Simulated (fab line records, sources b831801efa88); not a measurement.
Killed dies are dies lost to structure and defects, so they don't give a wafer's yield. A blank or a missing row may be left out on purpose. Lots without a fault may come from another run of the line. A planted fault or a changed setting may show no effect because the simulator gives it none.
Which tool did it? | flow sky130 | 7 lots, 21 wafers sampled, at 4 steps of a route of 708

WHAT THE GAUGES READ, wafer by wafer
SKY_LDD_N_TW_MEAS_17.
lot  | measured     | on            | LDD_N_TW
L451 | day 18 00:54 | film_metro-01 | 2603 2623 2592
L453 | day 19 00:34 | film_metro-01 | 2614 2623 2616
L459 | day 21 02:19 | film_metro-01 | 2464 2458 2437
L464 | day 23 06:34 | film_metro-03 | 2549 2569 2576
L467 | day 24 23:59 | film_metro-03 | 2561 2563 2572
L469 | day 25 00:55 | film_metro-03 | 2548 2565 2572
L473 | day 26 01:37 | film_metro-03 | 2573 2576 2564

WHICH TOOL RAN EACH LOT (tool, then ch and the chambers of the sampled wafers, then the start)
lot  | SKY_FIELD_ISO_STRIP_16              | SKY_LDD_N_IMPLANT_10            | SKY_LDD_N_STRIP_16
L451 | plasma_asher-04 ch 1, day 2 09:53   | implanter-01 ch 0, day 17 23:54 | plasma_asher-04 ch 1, day 18 00:48
L453 | plasma_asher-04 ch 0,1, day 2 20:29 | implanter-02 ch 0, day 18 23:34 | plasma_asher-01 ch 0,1, day 19 00:28
L459 | plasma_asher-03 ch 1, day 4 03:38   | implanter-03, day 21 01:20      | plasma_asher-04 ch 0,1, day 21 02:12
L464 | plasma_asher-02 ch 0,1, day 5 07:47 | implanter-01 ch 0, day 23 05:34 | plasma_asher-01 ch 0,1, day 23 06:28
L467 | plasma_asher-03 ch 0,1, day 6 00:30 | implanter-03 ch 0, day 24 23:02 | plasma_asher-01 ch 0,1, day 24 23:53
L469 | plasma_asher-04 ch 0,1, day 6 09:11 | implanter-01 ch 0, day 24 23:55 | plasma_asher-02 ch 0,1, day 25 00:49
L473 | plasma_asher-03 ch 0,1, day 7 07:23 | implanter-03 ch 0, day 26 00:35 | plasma_asher-02 ch 0,1, day 26 01:28
- SKY_FIELD_ISO_STRIP_16: strips in O2/N2.
- SKY_LDD_N_IMPLANT_10
- SKY_LDD_N_STRIP_16: strips in O2/N2.

THE ANSWER, worked out from the rows above alone
Rule: what is usual is taken from the lots themselves. Put in order of their means at a reading, lots are off if they are a third of the lots or fewer, leave a main group of 4 or more, and stand apart from it by a gap of 3 or more times the standard deviation of the main group's means; of several such gaps the widest counts. A main group whose means are all the same, to the digits that the tables above print for the reading, isn't used. A lot without any number at a reading at which 4 lots or more have one is off too. The other lots that the step has rows for count as sound.
Off: L459, at SKY_LDD_N_TW_MEAS_17 (LDD_N_TW). The main group: mean 2581, standard deviation 22.
A tool fits if, at a process step before that reading, it ran every lot that is off, and no sound lot after the first of them. The gauges at SKY_LDD_N_TW_MEAS_17 are tried like those tools. Can't be told from this: 2 tools fit, plasma_asher-04 at SKY_LDD_N_STRIP_16, film_metro-01 at SKY_LDD_N_TW_MEAS_17.

WHAT THE SIMULATOR HAD PUT IN
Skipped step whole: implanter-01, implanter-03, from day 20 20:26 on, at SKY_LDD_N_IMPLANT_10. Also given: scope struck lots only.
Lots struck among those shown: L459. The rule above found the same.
